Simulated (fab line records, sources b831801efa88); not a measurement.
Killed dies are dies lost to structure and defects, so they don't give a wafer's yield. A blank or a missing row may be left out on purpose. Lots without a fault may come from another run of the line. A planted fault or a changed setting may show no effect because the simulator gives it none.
Chamber matching | flow gf180mcu | GF_STI_ETCH_14 on rie_si-02: 4 sister chambers
The step etches Si in HBr/Cl2/O2, target depth 360 nm, time 102.9 s. 4 wafers are shown with their chamber, then 7 later ones without.

WAFERS WITH THEIR CHAMBER
wafer  | chamber | drypump_motor_current_A (A)
L503.1 | 2       | 5.0
L519.3 | 3       | 5.0
L522.1 | 0       | 5.8
L522.2 | 1       | 5.2

WAFERS WITHOUT THEIR CHAMBER
wafer  | drypump_motor_current_A (A)
L522.3 | 5.0
L523.3 | 5.2
L523.4 | 5.0
L523.5 | 5.2
L524.2 | 5.0
L524.3 | 5.7
L524.4 | 5.0

WHICH CHAMBER EACH WENT THROUGH
wafer  | from the rows above     | in truth
L522.3 | can't be placed: 2 or 3 | 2
L523.3 | 1                       | 1
L523.4 | can't be placed: 2 or 3 | 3
L523.5 | 1                       | 1
L524.2 | can't be placed: 2 or 3 | 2
L524.3 | 0                       | 0
L524.4 | can't be placed: 2 or 3 | 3
Placed correctly: 3 of 7. Can't be placed from these rows: 4 (the true chamber is among the candidates in 4). Placed wrongly: 0.
How it was worked out, from the rows above alone: a wafer's distance from a chamber is the root of the sum, over the readings, of the square of ((its reading less the chamber's mean) divided by the reading's scatter). The wafer belongs to the nearest chamber; if the next one is less than 2 further off, it can't be placed. A chamber's mean is the mean of its shown wafers. The scatter: with one shown wafer a chamber, the root of the mean of the squares of how far each hidden wafer lies from its nearest shown one.
